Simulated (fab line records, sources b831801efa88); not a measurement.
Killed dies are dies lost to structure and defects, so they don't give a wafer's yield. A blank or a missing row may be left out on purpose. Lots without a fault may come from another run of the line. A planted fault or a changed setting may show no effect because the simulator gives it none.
Problem report in the 8D (eight disciplines) form, filled by code | flow sky130 | the parts of the form that need people (team, actions taken, sign-off) are left out

1. THE PROBLEM
METAL5_ALCU_RS at SKY_METAL5_RS_MEAS_05 reads a mean of 0.01775 ohm/sq on 6 wafers of 2 lots; wafers without a fault read 0.02598 ohm/sq with a standard deviation of 0.00025. That is -33 standard deviations from the usual mean.
The step: measures by four-point-probe.
First seen on wafer L189.1, day 46 16:23, on film_metro-03. The record holds 30 wafers of 10 lots with a number at this step. Rule for "out", or "out of limits": more than 4 standard deviations from the usual mean. The other wafers with a number count as sound.

2. WHAT IT IS AND WHAT IT IS NOT
question                    | is                     | is not
which readings at this step | METAL5_ALCU_RS         | -
which lots                  | L189, L192             | L177, L178, L182, L184, L185, L186, L190, L197
which wafers of those lots  | all that have a number | -
read on which gauges        | film_metro-03          | film_metro-02, film_metro-04
when                        | from day 46 16:23      | up to then (18 sound wafers); but 6 sound wafers of L190, L197 came after

3. SUSPECTS, AND WHAT RULES EACH OUT
Counting: a tool at a process step up to the reading stays a suspect if it ran every lot that is out and no sound lot after the first of them.
- the gauge at SKY_METAL5_RS_MEAS_05: ruled out. All the wafers that are out were read on film_metro-03, but those of them that SKY_METAL5_METAL_ETCH_15 has rows for are out there too, on other tools.
- rie_metal-01 at SKY_METAL2_DESCUM_17 (chemistry O2, time 8 s): ruled out as a lasting fault. Sound lots L190, L197 ran on it after its first lot that is out, L189 (day 39 13:46).
- pvd_sputter-01 at SKY_METAL5_SPUTTER_02 (material AlCu, target thk 1150 nm, time 63.78 s): kept. It ran every lot that is out, first L189 (day 46 16:17), and no sound lot after that; its last sound lot up to then is L186 (day 46 00:31).
Left after counting: pvd_sputter-01 at SKY_METAL5_SPUTTER_02.

4. THE CAUSE (what the simulator had put in)
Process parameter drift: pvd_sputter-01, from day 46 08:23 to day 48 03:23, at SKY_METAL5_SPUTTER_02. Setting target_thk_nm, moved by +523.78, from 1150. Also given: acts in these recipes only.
Counting left only this tool.

5. THE CHAIN OF EFFECTS, in route order
Each row: a reading whose mean over the struck wafers that have a number lies more than 3 standard deviations from the usual. Only readings for which the record gives a usual standard deviation are gone through. hours: the time from each lot's start at the first step in this table that gives one to its start at this step, as a median over the lots. sigmas: the change in usual standard deviations.
hours | step                     | reading              | usual          | on struck wafers | change   | sigmas
0     | SKY_METAL5_RS_MEAS_05    | METAL5_ALCU_RS       | 0.02598 ohm/sq | 0.01775          | -0.00822 | -33
0     | SKY_METAL5_THK_MEAS_06   | METAL5_ALCU_THK      | 1176 nm        | 1724             | +548     | +37
20    | SKY_METAL5_METAL_ETCH_15 | oes_product_au       | 0.899 a.u.     | 0.998            | +0.099   | +16
59    | SKY_PAD_OPEN_PROBE_99    | defect_limited_yield | 82.8 %         | 0.0              | -82.8    | -46
59    | SKY_PAD_OPEN_PROBE_99    | killed_at_M4_up      | 3.1            | 413.7            | +410.6   | +99 or more
59    | SKY_PAD_OPEN_PROBE_99    | killed_dies          | 85             | 492              | +407     | +46
59    | SKY_PAD_OPEN_PROBE_99    | killed_on_rim        | 17             | 96               | +79      | +20
59    | SKY_PAD_OPEN_PROBE_99    | sort_bin_5_function  | 10.4 %         | 94.5             | +84.1    | +56
59    | SKY_PAD_OPEN_PROBE_99    | sort_n_pass          | 407            | 0                | -407     | -46
59    | SKY_PAD_OPEN_PROBE_99    | sort_yield_pct       | 82.8 %         | 0.0              | -82.8    | -46
The process steps in it:
- SKY_METAL5_METAL_ETCH_15: etches the open film in Cl2/BCl3, stops on SiO2, target depth 1260 nm, time 252 s.
- SKY_PAD_OPEN_PROBE_99

6. WHAT WOULD HAVE CAUGHT IT SOONER
In this record the first reading out of limits at a measuring or inspecting step was taken at day 46 16:23, 8 hours after the fault began at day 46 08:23.
Of the tool readings at SKY_METAL5_SPUTTER_02 for which the record gives a usual standard deviation, none was out on any struck wafer, so an alarm limit of 4 standard deviations on them would not have fired.
Of the lots that are out (2), L192 began SKY_METAL5_SPUTTER_02 on pvd_sputter-01 after day 46 16:23. A hold on the tool at that time would have spared it.
